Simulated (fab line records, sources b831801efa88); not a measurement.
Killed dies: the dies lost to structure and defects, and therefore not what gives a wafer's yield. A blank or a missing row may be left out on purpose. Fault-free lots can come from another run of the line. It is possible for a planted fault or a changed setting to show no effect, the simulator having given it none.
One fault seen from 2 desks    flow gf180mcu    each desk has only its own numbers; what lay behind them comes last

FROM THE METROLOGY DESK
What the gauges read for every lot (on any tool): the sampled wafers with a number, averaged. The brackets show how far a lot's mean lies from the usual mean; more than 4 standard deviations puts the lot out of limits, marked OUT.
Columns: A = HV_LDD_3_TW at GF_HV_LDD_TW_MEAS_38, usual 1431; B = cd_nm at GF_V1_CD_MEAS_14, usual 259.8 nm
lot   first seen here  A                     B
L263  day 12 23:28     1424                  260.6
L264  day 13 06:55     1439                  260.8
L266  day 13 20:20     1435                  261.2
L267  day 14 04:33     1432                  258.9
L269  day 14 19:46     1443                  261.7
L274  day 16 16:25     1419                  259.0
L278  day 17 16:52     30 (-99 or more) OUT  -
L279  day 17 23:58     30 (-99 or more) OUT  -
L280  day 18 04:54     1429                  258.7
L281  day 18 13:29     1431                  260.2
L282  day 19 01:20     1430                  258.9
Per this desk, out of limits: L278, L279; the first was L278, day 17 16:52 (HV_LDD_3_TW at GF_HV_LDD_TW_MEAS_38). L263, L264, L266, L267, L269, L274, L280, L281, L282 stayed within limits.

DESK OF THE TOOL OWNER: plasma_asher-01
The tool's own readings at GF_HV_LDD_STRIP_22 (strips in O2/N2): means of the sampled wafers that have a number, for each lot that ran on this tool. The brackets show how far a lot's mean lies from the usual mean; more than 4 standard deviations puts the lot out of limits, marked OUT.
Columns: A = chamber_pressure_mTorr at GF_HV_LDD_STRIP_22, usual 1500.2 mTorr; B = drypump_motor_current_A at GF_HV_LDD_STRIP_22, usual 5.8 A; C = heater_power_w at GF_HV_LDD_STRIP_22, usual 316 W; D = o2_flow_sccm at GF_HV_LDD_STRIP_22, usual 3000 sccm; E = oes_product_au at GF_HV_LDD_STRIP_22, usual 0.716 a.u.; F = platen_temp_c at GF_HV_LDD_STRIP_22, usual 250.03 C; G = strip_time_to_endpoint_s at GF_HV_LDD_STRIP_22, usual 12.64 s
lot   first seen here  A       B    C    D     E      F       G
L267  day 13 07:31     1498.5  5.9  309  3004  0.717  250.20  12.62
L274  day 15 17:32     1499.9  6.0  296  3002  0.719  249.93  12.65
L280  day 17 05:07     1500.6  6.1  296  2996  0.718  250.23  12.68
L282  day 18 00:42     1501.3  5.8  306  3006  0.717  250.05  12.61
Finding of this desk: none of the 4 lots has anything out of limits.

TAKEN TOGETHER
An alarm was possible from the metrology desk at day 17 16:52, on L278, L279.
The tool owner's desk saw nothing out of limits.
The tool owner's desk has no number on record for L278, L279.
Of the lots named, all ran GF_HV_LDD_STRIP_22 on plasma_asher-01.

WHAT THE SIMULATOR HAD PUT IN
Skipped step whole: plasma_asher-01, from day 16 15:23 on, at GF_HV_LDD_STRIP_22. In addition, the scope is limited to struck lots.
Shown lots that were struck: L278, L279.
Hours from the fault's start to each desk's first reading out of limits: the metrology desk, 25.
